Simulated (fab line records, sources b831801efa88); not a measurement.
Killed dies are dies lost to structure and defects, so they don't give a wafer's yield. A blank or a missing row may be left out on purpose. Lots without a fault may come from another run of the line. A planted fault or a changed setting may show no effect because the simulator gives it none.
fab line records | flow sky130
record lots=13 wafers=39 last_day=50
route steps=708 shown RES_PROTECT@215 LDD_HVN@276 LDD_HVP@285 PAD_OPEN@708
lots that met no fault: from a run of the same line without faults
start_h: hours from the record's first day to the start of the lot's first wafer shown | wait_h: hours since the lot's step before | " the same as in the row above | L1.1+2: a row that stands for several wafers | - no value, or no start given | * or withheld: withheld | < > ~ a bound
route shown NAME@n: a module of which the file shows steps, and the number in the route of the first | usual: mean/standard deviation of fault-free wafers | same: alike in all rows | chamber/n: place in a boat | sites: the reading at each site | _std_site: their standard deviation | _edge_site: outer sites' mean less inner sites' | radius_mm: how far each site lies from the wafer's centre | mask NAME#n: copy n | behind: the tool/chamber that last shaped the wafer | hold: why the lot was held/for how many hours/how that ended | device: the transistor (n, p or np) that didn't switch | end of line: the same wafers' tests at the end of the route | a step without rows: its recipe alone | killed: dies lost to structure and defects at the first sort, not the wafer's yield | map: a wafer's dies, x killed, . not, _ none there
set.NAME: the setting as run; set.NAME@STEP: as run at that earlier step | model.NAME: the simulator's own value behind a step, which no gauge read
steps of the route over a sample of lots; a table a step, a row a wafer
services: from which hour (start_h, from the record's first day; less than 0 if before it) a tool's chamber was out of use, for how many hours, and why
## steps
# step SKY_RES_PROTECT_TW_MEAS_08
# usual POLY_GATE_TW=4027/39
# columns lot.wafer tool chamber start_h wait_h POLY_GATE_TW
L473.2 film_metro-04 - 334.47 0.1 3961
L473.5 " - " " 4008
L473.6 " - " " 3987
L474.1 film_metro-02 - 339.05 0.1 3989
L474.2 " - " " 3998
L474.3 " - " " 4025
L475.3 film_metro-04 - 345.92 0.1 3972
L475.4 " - " " 3968
L475.5 " - " " 3991
L477.1 film_metro-02 - 362.11 0.1 4055
L477.2 " - " " 4030
L477.5 " - " " 4058
L478.1 film_metro-03 - 372.76 0.1 4086
L478.2 " - " " 4096
L478.3 " - " " 4071
L484.1 film_metro-04 - 433.10 0.1 4007
L484.4 " - " " 4001
L484.6 " - " " 4003
L486.3 film_metro-02 - 452.63 0.1 4048
L486.4 " - " " 4052
L486.6 " - " " 4039
L489.1 film_metro-04 - 476.31 0.1 4004
L489.3 " - " " 3992
L489.5 " - " " 4001
L490.1 film_metro-04 - 482.76 0.1 3952
L490.2 " - " " 3974
L490.5 " - " " 3989
L491.2 film_metro-04 - 502.52 0.1 3976
L491.3 " - " " 3984
L491.6 " - " " 3970
L493.3 film_metro-02 - 508.98 0.1 4062
L493.4 " - " " 4045
L493.6 " - " " 4051
L495.1 film_metro-03 - 524.66 0.1 4088
L495.3 " - " " 4096
L495.5 " - " " 4099
L496.2 film_metro-04 - 538.52 0.1 3998
L496.3 " - " " 4000
L496.6 " - " " 4005
# step SKY_LDD_HVN_STRIP_09
# recipe chemistry=O2/N2 power_w=1400 pressure_mtorr=1500 platen_temp_c=withheld o2_flow_sccm=3000 n2_flow_sccm=300 overash_fraction=0.5
# usual drypump_motor_current_A=5.5/0.46 oes_product_au=0.409/0.0049 strip_time_to_endpoint_s=4.134/0.015
# columns lot.wafer tool chamber start_h wait_h drypump_motor_current_A oes_product_au rf_hours_counter_h strip_time_to_endpoint_s
L473.2 plasma_asher-01 0 455.35 0.1 5.4 0.411 73 4.115
L473.5 " 1 " " 6.0 0.402 - 4.093
L473.6 " 0 " " 5.5 0.405 - 4.123
L474.1 plasma_asher-04 1 460.70 0.1 4.7 0.407 35 4.164
L474.2 " 0 " " 5.2 0.409 35 4.133
L474.3 " 1 " " 4.7 0.411 - 4.145
L475.3 plasma_asher-01 0 471.77 0.1 5.5 0.406 - 4.113
L475.4 " 1 " " 6.0 0.397 - 4.140
L475.5 " 0 " " 5.4 0.392 - 4.128
L477.1 plasma_asher-04 0 491.70 0.1 5.2 0.408 38 4.144
L477.2 " 1 " " 4.7 0.408 38 4.136
L477.5 " 0 " " 5.2 0.404 - 4.140
L478.1 plasma_asher-01 1 501.05 0.1 6.0 0.408 78 4.143
L478.2 " 0 " " 5.5 0.413 78 4.158
L478.3 " 0 " " 5.5 0.409 - 4.152
L484.1 plasma_asher-03 1 559.75 0.1 5.5 0.413 74 4.152
L484.4 " 0 " " 6.1 0.414 - 4.156
L484.6 " 0 " " 6.1 0.414 - 4.147
L486.3 plasma_asher-03 0 578.13 0.1 6.1 0.418 - 4.138
L486.4 " 1 " " 5.5 0.411 - 4.124
L486.6 " 0 " " 6.0 0.413 - 4.125
L489.1 plasma_asher-03 0 601.30 0.1 6.1 0.411 77 4.138
L489.3 " 1 " " 5.5 0.404 - 4.108
L489.5 " 0 " " 6.1 0.406 - 4.141
L490.1 plasma_asher-04 0 606.50 0.1 5.2 0.410 50 4.139
L490.2 " 1 " " 4.7 0.406 50 4.172
L490.5 " 1 " " 4.7 0.421 - 4.155
L491.2 plasma_asher-03 1 625.95 0.1 5.5 0.402 80 4.159
L491.3 " 0 " " 6.1 0.417 - 4.146
L491.6 " 1 " " 5.6 0.400 - 4.157
L493.3 plasma_asher-03 1 630.72 0.1 5.5 0.406 - 4.138
L493.4 " 0 " " 6.1 0.405 - 4.142
L493.6 " 0 " " 6.1 0.414 - 4.134
L495.1 plasma_asher-01 0 647.15 0.1 5.5 0.415 92 4.128
L495.3 " 0 " " 5.4 0.404 - 4.134
L495.5 " 1 " " 6.0 0.410 - 4.122
L496.2 plasma_asher-01 1 660.04 0.1 6.0 0.412 93 4.115
L496.3 " 1 " " 6.0 0.404 - 4.127
L496.6 " 1 " " 6.0 0.415 - 4.134
# step SKY_LDD_HVP_OVL_MEAS_07
# usual LDD_HVP_OVL=-0.1/1.7
# columns lot.wafer tool chamber start_h wait_h LDD_HVP_OVL[nm]
L473.2 overlay-01 - 486.62 0.1 1.1
L473.5 " - " " 1.5
L473.6 " - " " -1.1
L474.1 overlay-01 - 491.56 0.1 -1.5
L474.2 " - " " -1.7
L474.3 " - " " -1.5
L475.3 overlay-02 - 502.72 0.1 2.3
L475.4 " - " " 1.1
L475.5 " - " " 1.6
L477.1 overlay-02 - 522.11 0.1 1.2
L477.2 " - " " 2.5
L477.5 " - " " 2.1
L478.1 overlay-01 - 531.56 0.1 1.9
L478.2 " - " " 0.5
L478.3 " - " " 1.4
L484.1 overlay-01 - 590.71 0.1 -0.1
L484.4 " - " " -1.7
L484.6 " - " " -0.1
L486.3 overlay-02 - 606.97 0.1 -2.4
L486.4 " - " " -0.7
L486.6 " - " " -0.4
L489.1 overlay-02 - 629.91 0.1 1.4
L489.3 " - " " 1.7
L489.5 " - " " 1.4
L490.1 overlay-02 - 634.56 0.1 2.3
L490.2 " - " " 4.6
L490.5 " - " " 3.0
L491.2 overlay-02 - 654.96 0.1 -1.5
L491.3 " - " " -2.0
L491.6 " - " " -1.2
L493.3 overlay-01 - 659.57 0.1 -0.9
L493.4 " - " " -2.0
L493.6 " - " " 0.0
L495.1 overlay-02 - 675.26 0.1 3.2
L495.3 " - " " 1.8
L495.5 " - " " 1.3
L496.2 overlay-01 - 687.86 0.1 0.5
L496.3 " - " " 0.4
L496.6 " - " " -1.1
# step SKY_LDD_HVP_IMPLANT_08
# recipe species=B energy_kev=20 dose_cm2=1.7e+13 tilt_deg=17.9
# usual dose_ions_cm2=1.7001e+13/1.6e+10 faraday_current_uA=95.8/2
# columns lot.wafer tool chamber start_h wait_h dose_ions_cm2 faraday_current_uA
L473.2 implanter-01 0 486.67 0.0 1.6989e+13 97.6
L473.5 " 0 " " 1.6968e+13 96.4
L473.6 " 0 " " 1.7011e+13 97.3
L474.1 implanter-04 0 491.59 0.0 1.6992e+13 96.8
L474.2 " 0 " " 1.7012e+13 94.6
L474.3 " 0 " " 1.7025e+13 91.8
L475.3 implanter-04 0 502.79 0.1 1.7018e+13 98.5
L475.4 " 0 " " 1.6994e+13 95.1
L475.5 " 0 " " 1.6995e+13 95.2
L477.1 implanter-01 0 522.14 0.0 1.7016e+13 93.3
L477.2 " 0 " " 1.7021e+13 93.2
L477.5 " 0 " " 1.6979e+13 96.1
L478.1 implanter-01 0 531.59 0.0 1.6999e+13 95.1
L478.2 " 0 " " 1.7e+13 97.1
L478.3 " 0 " " 1.6984e+13 94.4
L484.1 implanter-04 0 590.75 0.0 1.7015e+13 93.7
L484.4 " 0 " " 1.702e+13 92.6
L484.6 " 0 " " 1.7003e+13 94.8
L486.3 implanter-01 0 607.05 0.1 1.4825e+13 83.8
L486.4 " 0 " " 1.4836e+13 84.6
L486.6 " 0 " " 1.4827e+13 83.9
L489.1 implanter-01 0 629.95 0.0 1.4807e+13 81.9
L489.3 " 0 " " 1.4803e+13 79.9
L489.5 " 0 " " 1.4825e+13 81.9
L490.1 implanter-03 0 634.60 0.0 1.698e+13 96.7
L490.2 " 0 " " 1.6983e+13 92.7
L490.5 " 0 " " 1.7005e+13 94.9
L491.2 implanter-04 0 655.02 0.0 1.7013e+13 93.1
L491.3 " 0 " " 1.7049e+13 98.3
L491.6 " 0 " " 1.7004e+13 95.7
L493.3 implanter-03 0 659.65 0.1 1.7004e+13 98.8
L493.4 " 0 " " 1.7024e+13 97.0
L493.6 " 0 " " 1.7015e+13 94.9
L495.1 implanter-04 0 675.30 0.0 1.7026e+13 95.5
L495.3 " 0 " " 1.6988e+13 96.9
L495.5 " 0 " " 1.7002e+13 93.6
L496.2 implanter-04 0 687.92 0.0 1.6993e+13 96.0
L496.3 " 0 " " 1.6987e+13 97.5
L496.6 " 0 " " 1.6998e+13 97.7
# step SKY_PAD_OPEN_PROBE_99
# usual killed_at_M0_to_M3=42/6.6 killed_at_M4_up=3.0/1.8 killed_at_contacts=25/5.1 killed_at_front_end=15/4.4 killed_at_other=0.3/0.56 killed_dies=86/8.6 killed_open=47/6.9 killed_short=38/6
# same gross_dies=492 killed_at_back_side=0
# columns lot.wafer tool chamber start_h wait_h killed_at_M0_to_M3 killed_at_M4_up killed_at_contacts killed_at_front_end killed_at_other killed_dies killed_open killed_short
L473.2 prober-01 - 1068.52 0.1 44 6 21 21 0 92 51 41
L473.5 prober-01 - 1068.67 0.2 35 4 25 16 0 80 47 33
L473.6 prober-01 - 1068.72 0.2 43 2 27 14 1 87 58 29
L474.1 prober-02 - 1074.53 0.1 26 4 24 20 0 74 39 33
L474.2 prober-02 - 1074.58 0.1 54 1 30 12 0 97 52 44
L474.3 prober-02 - 1074.63 0.2 31 1 34 9 0 75 42 33
L475.3 prober-01 - 1081.33 0.2 53 5 27 11 0 96 51 45
L475.4 prober-01 - 1081.38 0.2 44 4 24 13 0 85 47 38
L475.5 prober-01 - 1081.43 0.2 43 5 25 16 0 89 43 46
L477.1 prober-01 - 1097.57 0.1 50 6 32 16 0 104 56 48
L477.2 prober-01 - 1097.62 0.1 43 3 24 13 1 84 40 44
L477.5 prober-01 - 1097.77 0.2 40 5 24 8 0 77 37 39
L478.1 prober-02 - 1100.53 0.1 37 0 33 16 1 87 50 37
L478.2 prober-02 - 1100.58 0.1 37 3 26 20 0 86 47 39
L478.3 prober-02 - 1100.63 0.2 41 3 32 14 0 90 47 43
L484.1 prober-02 - 1143.53 0.1 34 4 23 23 0 84 34 49
L484.4 prober-02 - 1143.68 0.2 50 1 25 11 0 87 45 41
L484.6 prober-02 - 1143.78 0.2 44 6 24 11 0 85 40 45
L486.3 prober-02 - 1152.73 0.2 36 4 19 6 0 65 34 31
L486.4 prober-02 - 1152.78 0.2 46 2 29 12 0 89 53 36
L486.6 prober-02 - 1152.88 0.2 37 7 18 12 0 74 42 32
L489.1 prober-01 - 1165.99 0.1 39 1 22 17 0 79 44 35
L489.3 prober-01 - 1166.09 0.2 47 2 27 19 0 95 55 38
L489.5 prober-01 - 1166.19 0.2 49 2 21 16 0 88 41 46
L490.1 prober-02 - 1168.08 0.1 46 2 21 10 0 79 50 29
L490.2 prober-02 - 1168.13 0.1 41 3 23 21 1 89 49 39
L490.5 prober-02 - 1168.28 0.2 36 3 22 13 0 74 38 36
L491.2 prober-01 - 1180.70 0.1 48 3 29 15 0 95 53 40
L491.3 prober-01 - 1180.75 0.2 46 4 31 9 0 90 55 34
L491.6 prober-01 - 1180.90 0.2 54 4 28 17 1 104 54 49
L493.3 prober-01 - 1182.91 0.2 49 0 25 14 0 88 46 42
L493.4 prober-01 - 1182.96 0.2 36 7 22 15 2 82 48 34
L493.6 prober-01 - 1183.06 0.2 34 3 23 12 1 73 45 28
L495.1 prober-01 - 1194.63 0.1 47 4 17 15 0 83 52 31
L495.3 prober-01 - 1194.73 0.2 41 2 23 13 0 79 42 37
L495.5 prober-01 - 1194.83 0.2 44 3 29 12 2 90 48 42
L496.2 prober-02 - 1198.58 0.1 45 7 25 9 1 87 49 38
L496.3 prober-02 - 1198.63 0.2 42 5 36 15 0 98 56 42
L496.6 prober-02 - 1198.78 0.2 43 1 20 13 0 77 47 30
# killed by level:class
L473.2 VIA1:geometric_particle:open=14 FIELD_ISO:geometric_particle:short=9 CONTACT:geometric_particle:open=9 LI_CONTACT:geometric_particle:open=6 VIA2:geometric_particle:open=6 POLY_GATE:geometric_particle:short=5 VIA3:geometric_particle:short=5 FIELD_ISO:geometric_particle:open=4
L473.5 CONTACT:geometric_particle:open=13 VIA1:geometric_particle:open=10 FIELD_ISO:geometric_particle:short=7 METAL1:geometric_particle:short=7 LI_CONTACT:geometric_particle:open=6 POLY_GATE:geometric_particle:open=4 VIA3:geometric_particle:open=4 VIA1:geometric_particle:short=3
L473.6 VIA1:geometric_particle:open=20 CONTACT:geometric_particle:open=12 LI_CONTACT:geometric_particle:open=7 VIA3:geometric_particle:open=6 LOCAL_INTERCONNECT:geometric_particle:short=4 VIA1:geometric_particle:short=4 VIA2:geometric_particle:open=4 FIELD_ISO:geometric_particle:short=3
L474.1 CONTACT:geometric_particle:open=8 FIELD_ISO:geometric_particle:short=5 FIELD_ISO:geometric_particle:open=5 CONTACT:geometric_particle:short=5 POLY_GATE:geometric_particle:short=5 LOCAL_INTERCONNECT:geometric_particle:short=5 VIA1:geometric_particle:open=5 VIA3:geometric_particle:open=4
L474.2 VIA3:geometric_particle:open=11 LI_CONTACT:geometric_particle:open=9 VIA2:geometric_particle:open=9 VIA1:geometric_particle:open=8 CONTACT:geometric_particle:open=7 METAL1:geometric_particle:short=7 METAL2:geometric_particle:short=6 POLY_GATE:geometric_particle:short=5
L474.3 LI_CONTACT:geometric_particle:open=11 CONTACT:geometric_particle:open=9 VIA1:geometric_particle:open=7 LOCAL_INTERCONNECT:geometric_particle:short=6 LI_CONTACT:geometric_particle:short=5 VIA2:geometric_particle:open=5 METAL1:geometric_particle:short=4 METAL2:geometric_particle:short=3
L475.3 VIA1:geometric_particle:open=13 CONTACT:geometric_particle:open=10 METAL3:geometric_particle:short=6 LI_CONTACT:geometric_particle:open=5 METAL1:geometric_particle:short=5 VIA3:geometric_particle:open=5 VIA1:geometric_particle:short=4 LI_CONTACT:geometric_particle:short=4
L475.4 VIA1:geometric_particle:open=13 CONTACT:geometric_particle:open=8 METAL1:geometric_particle:short=6 VIA3:geometric_particle:open=6 CONTACT:geometric_particle:short=6 LOCAL_INTERCONNECT:geometric_particle:short=5 METAL2:geometric_particle:short=5 LI_CONTACT:geometric_particle:open=4
L475.5 CONTACT:geometric_particle:open=12 VIA1:geometric_particle:open=7 METAL1:geometric_particle:short=6 VIA2:geometric_particle:open=6 POLY_GATE:geometric_particle:open=5 CONTACT:geometric_particle:short=5 VIA1:geometric_particle:short=5 METAL2:geometric_particle:short=5
L477.1 CONTACT:geometric_particle:open=12 VIA2:geometric_particle:open=8 LI_CONTACT:geometric_particle:open=7 LOCAL_INTERCONNECT:geometric_particle:short=7 METAL2:geometric_particle:short=7 POLY_GATE:geometric_particle:open=6 METAL3:geometric_particle:short=6 VIA3:geometric_particle:open=6
L477.2 CONTACT:geometric_particle:open=8 VIA2:geometric_particle:open=8 VIA1:geometric_particle:open=8 VIA3:geometric_particle:open=7 CONTACT:geometric_particle:short=6 FIELD_ISO:geometric_particle:short=5 LOCAL_INTERCONNECT:geometric_particle:short=5 METAL1:geometric_particle:short=4
L477.5 LI_CONTACT:geometric_particle:open=10 METAL1:geometric_particle:short=8 VIA1:geometric_particle:open=7 METAL2:geometric_particle:short=6 CONTACT:geometric_particle:open=5 VIA2:geometric_particle:short=5 LOCAL_INTERCONNECT:geometric_particle:short=4 METAL2:geometric_particle:open=4
L478.1 CONTACT:geometric_particle:open=13 VIA1:geometric_particle:open=9 CONTACT:geometric_particle:short=7 LI_CONTACT:geometric_particle:open=7 FIELD_ISO:geometric_particle:open=6 METAL1:geometric_particle:short=6 VIA3:geometric_particle:open=5 METAL3:geometric_particle:short=4
L478.2 CONTACT:geometric_particle:open=11 LI_CONTACT:geometric_particle:open=8 METAL1:geometric_particle:short=7 FIELD_ISO:geometric_particle:short=6 VIA3:geometric_particle:open=6 VIA1:geometric_particle:short=5 POLY_GATE:geometric_particle:short=4 POLY_GATE:geometric_particle:open=4
L478.3 CONTACT:geometric_particle:open=10 LI_CONTACT:geometric_particle:open=10 METAL1:geometric_particle:short=8 CONTACT:geometric_particle:short=7 VIA1:geometric_particle:open=6 VIA3:geometric_particle:open=6 VIA3:geometric_particle:short=6 FIELD_ISO:geometric_particle:open=4
L484.1 FIELD_ISO:geometric_particle:short=9 VIA1:geometric_particle:open=9 POLY_GATE:geometric_particle:short=8 CONTACT:geometric_particle:short=8 LI_CONTACT:geometric_particle:open=5 VIA3:geometric_particle:open=5 CONTACT:geometric_particle:open=5 METAL2:geometric_particle:short=5
L484.4 VIA1:geometric_particle:open=10 LI_CONTACT:geometric_particle:open=8 VIA3:geometric_particle:open=8 METAL2:geometric_particle:short=7 LOCAL_INTERCONNECT:geometric_particle:short=6 CONTACT:geometric_particle:open=6 VIA2:geometric_particle:open=6 VIA1:geometric_particle:short=6
L484.6 VIA2:geometric_particle:open=9 VIA1:geometric_particle:open=8 LI_CONTACT:geometric_particle:open=6 CONTACT:geometric_particle:open=6 VIA2:geometric_particle:short=6 CONTACT:geometric_particle:short=5 VIA3:geometric_particle:short=5 VIA1:geometric_particle:short=4
L486.3 VIA1:geometric_particle:open=8 CONTACT:geometric_particle:open=6 METAL2:geometric_particle:short=6 VIA2:geometric_particle:open=6 CONTACT:geometric_particle:short=4 VIA1:geometric_particle:short=4 LOCAL_INTERCONNECT:geometric_particle:open=4 FIELD_ISO:geometric_particle:short=3
L486.4 VIA1:geometric_particle:open=12 LI_CONTACT:geometric_particle:open=10 VIA2:geometric_particle:open=9 LI_CONTACT:geometric_particle:short=7 CONTACT:geometric_particle:open=7 METAL2:geometric_particle:short=6 VIA1:geometric_particle:short=5 VIA3:geometric_particle:open=5
L486.6 VIA2:geometric_particle:open=7 POLY_GATE:geometric_particle:open=6 CONTACT:geometric_particle:short=6 CONTACT:geometric_particle:open=6 FIELD_ISO:geometric_particle:open=5 VIA1:geometric_particle:open=5 METAL1:geometric_particle:short=4 VIA1:geometric_particle:short=4
L489.1 VIA1:geometric_particle:open=10 CONTACT:geometric_particle:open=8 LI_CONTACT:geometric_particle:open=6 METAL2:geometric_particle:short=6 METAL1:geometric_particle:short=5 POLY_GATE:geometric_particle:short=4 SPACER:geometric_particle:open=4 CONTACT:geometric_particle:short=4
L489.3 CONTACT:geometric_particle:open=10 VIA1:geometric_particle:open=10 LI_CONTACT:geometric_particle:open=9 VIA1:geometric_particle:short=7 VIA2:geometric_particle:open=7 METAL1:geometric_particle:short=6 VIA3:geometric_particle:open=6 FIELD_ISO:geometric_particle:open=5
L489.5 VIA1:geometric_particle:open=11 CONTACT:geometric_particle:open=11 METAL1:geometric_particle:short=10 METAL2:geometric_particle:short=9 VIA1:geometric_particle:short=7 POLY_GATE:geometric_particle:short=6 LI_CONTACT:geometric_particle:open=4 VIA2:geometric_particle:open=4
L490.1 VIA1:geometric_particle:open=13 METAL1:geometric_particle:short=8 VIA3:geometric_particle:open=8 LI_CONTACT:geometric_particle:open=7 CONTACT:geometric_particle:open=7 FIELD_ISO:geometric_particle:open=4 POLY_GATE:geometric_particle:open=4 METAL3:geometric_particle:short=4
L490.2 VIA1:geometric_particle:open=11 FIELD_ISO:geometric_particle:short=9 VIA3:geometric_particle:open=9 CONTACT:geometric_particle:open=8 FIELD_ISO:geometric_particle:open=5 LI_CONTACT:geometric_particle:open=5 METAL3:geometric_particle:short=5 CONTACT:geometric_particle:short=4
L490.5 CONTACT:geometric_particle:open=11 VIA1:geometric_particle:open=8 METAL3:geometric_particle:short=6 POLY_GATE:geometric_particle:open=5 METAL1:geometric_particle:short=5 LOCAL_INTERCONNECT:geometric_particle:short=4 VIA2:geometric_particle:open=4 POLY_GATE:geometric_particle:short=3
L491.2 CONTACT:geometric_particle:open=15 VIA1:geometric_particle:open=12 METAL1:geometric_particle:short=9 VIA2:geometric_particle:open=9 CONTACT:geometric_particle:short=7 FIELD_ISO:geometric_particle:open=6 METAL2:geometric_particle:short=6 VIA3:geometric_particle:open=4
L491.3 VIA2:geometric_particle:open=14 CONTACT:geometric_particle:open=13 VIA1:geometric_particle:open=10 CONTACT:geometric_particle:short=8 LI_CONTACT:geometric_particle:open=5 FIELD_ISO:geometric_particle:open=4 METAL1:geometric_particle:short=4 METAL2:geometric_particle:short=4
L491.6 VIA1:geometric_particle:open=10 LI_CONTACT:geometric_particle:open=9 CONTACT:geometric_particle:short=9 VIA2:geometric_particle:open=9 CONTACT:geometric_particle:open=8 METAL1:geometric_particle:short=7 VIA1:geometric_particle:short=7 FIELD_ISO:geometric_particle:short=5
L493.3 VIA1:geometric_particle:open=11 CONTACT:geometric_particle:open=7 LOCAL_INTERCONNECT:geometric_particle:short=6 POLY_GATE:geometric_particle:open=5 METAL1:geometric_particle:short=5 VIA1:geometric_particle:short=5 POLY_GATE:geometric_particle:short=4 LI_CONTACT:geometric_particle:open=4
L493.4 VIA2:geometric_particle:open=10 VIA1:geometric_particle:open=9 LI_CONTACT:geometric_particle:open=7 METAL4:geometric_particle:short=7 CONTACT:geometric_particle:open=6 CONTACT:geometric_particle:short=5 METAL1:geometric_particle:short=5 VIA3:geometric_particle:open=5
L493.6 LI_CONTACT:geometric_particle:open=8 VIA1:geometric_particle:open=8 CONTACT:geometric_particle:open=7 FIELD_ISO:geometric_particle:short=6 VIA2:geometric_particle:open=6 METAL2:geometric_particle:short=5 LI_CONTACT:geometric_particle:short=4 VIA3:geometric_particle:open=4
L495.1 VIA1:geometric_particle:open=14 VIA2:geometric_particle:open=11 CONTACT:geometric_particle:open=6 POLY_GATE:geometric_particle:open=6 VIA3:geometric_particle:open=6 LOCAL_INTERCONNECT:geometric_particle:short=5 METAL2:geometric_particle:short=5 FIELD_ISO:geometric_particle:open=4
L495.3 CONTACT:geometric_particle:open=11 VIA3:geometric_particle:open=7 VIA1:geometric_particle:open=6 VIA1:geometric_particle:short=6 LOCAL_INTERCONNECT:geometric_particle:short=5 METAL2:geometric_particle:short=5 VIA2:geometric_particle:open=5 POLY_GATE:geometric_particle:short=4
L495.5 VIA1:geometric_particle:open=11 CONTACT:geometric_particle:open=9 VIA3:geometric_particle:open=8 CONTACT:geometric_particle:short=8 VIA2:geometric_particle:short=6 VIA2:geometric_particle:open=5 POLY_GATE:geometric_particle:short=4 LI_CONTACT:geometric_particle:open=4
L496.2 VIA1:geometric_particle:open=10 CONTACT:geometric_particle:open=9 VIA3:geometric_particle:open=8 VIA2:geometric_particle:open=7 LI_CONTACT:geometric_particle:open=6 METAL4:geometric_particle:short=6 VIA2:geometric_particle:short=6 VIA1:geometric_particle:short=5
L496.3 VIA1:geometric_particle:open=12 LI_CONTACT:geometric_particle:open=9 CONTACT:geometric_particle:open=9 CONTACT:geometric_particle:short=7 VIA2:geometric_particle:open=7 VIA3:geometric_particle:open=6 LI_CONTACT:geometric_particle:short=5 LOCAL_INTERCONNECT:geometric_particle:short=5
L496.6 VIA1:geometric_particle:open=16 CONTACT:geometric_particle:open=10 VIA1:geometric_particle:short=6 LI_CONTACT:geometric_particle:open=5 FIELD_ISO:geometric_particle:open=4 FIELD_ISO:geometric_particle:short=4 METAL1:geometric_particle:short=4 LOCAL_INTERCONNECT:geometric_particle:short=3
## services
# columns tool chamber start_h hours kind
implanter-04 - 462.42 2.4 repair
implanter-01 - 466.66 2.1 repair
implanter-01 - 473.91 6.2 pm
implanter-01 - 498.14 5.4 repair
implanter-03 - 507.95 12.7 repair
implanter-01 - 510.21 4.1 repair
implanter-03 - 521.48 3.8 repair
implanter-04 - 540.04 0.6 repair
implanter-04 - 543.21 3.2 pm
plasma_asher-03 - 585.14 5.2 repair
implanter-03 - 610.84 23.2 repair
plasma_asher-03 - 633.32 2.1 repair
implanter-04 - 647.03 1.6 repair
implanter-03 - 655.44 3.9 pm
plasma_asher-04 - 660.52 18.9 pm
implanter-04 - 675.71 2.1 repair
implanter-01 - 686.43 4.6 pm
## key
first_sign step=SKY_LDD_HVP_IMPLANT_08 reading=dose_ions_cm2 direction=down sigmas=99+ usual=* struck=*
effect step=SKY_LDD_HVP_IMPLANT_08 reading=faraday_current_uA direction=down sigmas=6.7 usual=95.8 struck=82.7
met_at SKY_LDD_HVP_IMPLANT_08
struck_lots L486,L489
tester_left_out L486,L489
not_acting_at SKY_RES_PROTECT_TW_MEAS_08,SKY_LDD_HVN_STRIP_09,SKY_LDD_HVP_OVL_MEAS_07
onset_between 531.59 607.05
fault kind=process_parameter_drift tool=implanter-01 chamber=- onset_h=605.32 steps=SKY_LDD_HVP_IMPLANT_08 channel=dose_cm2 offset=* shape=step end_h=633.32 acts_in=* stated=*
# tester_left_out: of these lots the tester's yield and bins aren't shown, on N5 and GAA mostly nor the transistor test; their killed dies are dies lost to structure and defects alone, not to doping, threshold or leakage, so they don't give the yield
